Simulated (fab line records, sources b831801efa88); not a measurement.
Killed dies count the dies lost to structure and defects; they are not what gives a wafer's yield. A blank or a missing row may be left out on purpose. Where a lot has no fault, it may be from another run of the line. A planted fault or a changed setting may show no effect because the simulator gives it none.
Chamber matching -- flow sky130 -- SKY_VIA2_ETCH_15 on rie_diel-02 has 4 sister chambers
The step etches SiO2 in C4F8/O2/Ar, stops on TiN, target depth 546 nm, time 84 s. 24 wafers are shown with their chamber, then 12 later ones without.

== WAFERS WITH THEIR CHAMBER ==
wafer,chamber,oes_product_au (a.u.)
L077.1,0,0.939
L077.2,1,0.942
L077.4,2,0.944
L078.4,3,0.934
L078.5,3,0.937
L078.6,0,0.934
L082.1,2,0.938
L082.2,1,0.940
L082.4,3,0.936
L084.1,3,0.940
L084.2,2,0.938
L084.3,1,0.938
L084.4,0,0.945
L084.5,1,0.936
L084.6,0,0.941
L086.1,1,0.949
L086.2,2,0.931
L086.3,3,0.941
L086.4,0,0.933
L086.5,3,0.931
L086.6,2,0.944
L089.1,0,0.932
L089.2,1,0.933
L089.3,2,0.938

SIGNATURES (averages over the wafers above)
reading,chamber 0,chamber 1,chamber 2,chamber 3,scatter within a chamber
oes_product_au,0.93733,0.93967,0.93883,0.93650,0.00486
Rule: a wafer lies at a distance from a chamber equal to the root of the sum of squares, over the readings, of (its reading less the chamber's mean, divided by the reading's scatter). If the next closest chamber is less than 2 further off than the closest, the wafer can't be placed; otherwise it belongs to the closest. The scatter: take each reading less its chamber's mean, square it, sum over the shown wafers, divide by the number of wafers less the number of chambers, and take the root.

== WAFERS MISSING THEIR CHAMBER ==
wafer,oes_product_au (a.u.)
L089.4,0.945
L089.5,0.937
L089.6,0.928
L092.1,0.942
L092.2,0.941
L092.3,0.933
L092.4,0.936
L092.5,0.947
L092.6,0.941
L096.1,0.943
L096.2,0.939
L096.4,0.942

== THE CHAMBER EACH PASSED THROUGH ==
wafer,from the rows above,in truth
L089.4,can't be placed: 1 or 2 or 0 or 3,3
L089.5,can't be placed: 0 or 3 or 2 or 1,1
L089.6,can't be placed: 3 or 0 or 2 or 1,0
L092.1,can't be placed: 1 or 2 or 0 or 3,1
L092.2,can't be placed: 1 or 2 or 0 or 3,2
L092.3,can't be placed: 3 or 0 or 2 or 1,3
L092.4,can't be placed: 3 or 0 or 2 or 1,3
L092.5,can't be placed: 1 or 2 or 0 or 3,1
L092.6,can't be placed: 1 or 2 or 0 or 3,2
L096.1,can't be placed: 1 or 2 or 0 or 3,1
L096.2,can't be placed: 2 or 1 or 0 or 3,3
L096.4,can't be placed: 1 or 2 or 0 or 3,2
Correct placement for 0 of the 12. Cannot be placed on the basis of these rows: 12; the candidates contain the true chamber in 12. 0 placed wrongly.
